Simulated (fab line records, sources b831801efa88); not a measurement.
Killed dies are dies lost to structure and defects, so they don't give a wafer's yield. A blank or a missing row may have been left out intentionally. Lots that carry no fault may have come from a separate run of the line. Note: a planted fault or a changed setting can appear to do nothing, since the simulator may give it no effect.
Matching of chambers | flow gf180mcu | cmp-02 running GF_CONTACT_CMP_04: 4 sister chambers
The step polishes SiO2. 14 wafers are shown with their chamber, then 7 later ones without.

## WAFERS, EACH WITH ITS CHAMBER
wafer  | chamber | motorCurrentA (A) | timeToEndpointS (s)
L168.1 | 3       | 13.0              | 108
L168.3 | 2       | 15.2              | 110
L168.5 | 3       | 13.0              | 117
L170.1 | 2       | 14.2              | 113
L170.3 | 0       | 13.2              | 121
L170.6 | 1       | 12.8              | 117
L174.4 | 0       | 13.8              | 123
L174.5 | 2       | 13.9              | 115
L174.6 | 1       | 12.8              | 112
L177.3 | 2       | 13.8              | 107
L179.1 | 0       | 14.5              | 114
L179.4 | 1       | 13.4              | 110
L183.2 | 0       | 13.5              | 117
L183.4 | 1       | 13.6              | 113

SIGNATURES, as means of the wafers listed above
reading         | chamber 0 | chamber 1 | chamber 2 | chamber 3 | scatter within a chamber
motorCurrentA   | 13.750    | 13.150    | 14.275    | 13.000    | 0.516
timeToEndpointS | 118.75    | 113.00    | 111.25    | 112.50    | 3.9
Rule: a wafer lies at a distance from a chamber equal to the root of the sum of squares, over the readings, of (its reading less the chamber's mean, divided by the reading's scatter). The wafer belongs to the nearest chamber; if the next one is less than 2 further off, it can't be placed. The scatter is the square root of a quotient: the sum, over the shown wafers, of each reading's squared deviation from its chamber's mean, divided by wafers minus chambers.

## WAFERS WHOSE CHAMBER IS MISSING
wafer  | motorCurrentA (A) | timeToEndpointS (s)
L183.6 | 13.6              | 112
L187.1 | 12.6              | 117
L187.4 | 13.0              | 111
L187.6 | 13.3              | 115
L190.3 | 13.4              | 99
L190.4 | 12.2              | 107
L190.5 | 12.3              | 115

## EACH ONE'S CHAMBER
wafer  | from the rows above               | in truth
L183.6 | can't be placed: 1 or 3 or 2 or 0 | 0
L187.1 | can't be placed: 3 or 1 or 0      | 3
L187.4 | can't be placed: 3 or 1           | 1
L187.6 | can't be placed: 1 or 3 or 0 or 2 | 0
L190.3 | can't be placed: 3 or 2 or 1 or 0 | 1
L190.4 | can't be placed: 3 or 1           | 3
L190.5 | can't be placed: 3 or 1 or 0      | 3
Correct placement for 0 of the 7. Cannot be placed on the basis of these rows: 7; the candidates contain the true chamber in 7. Placed wrongly: 0.
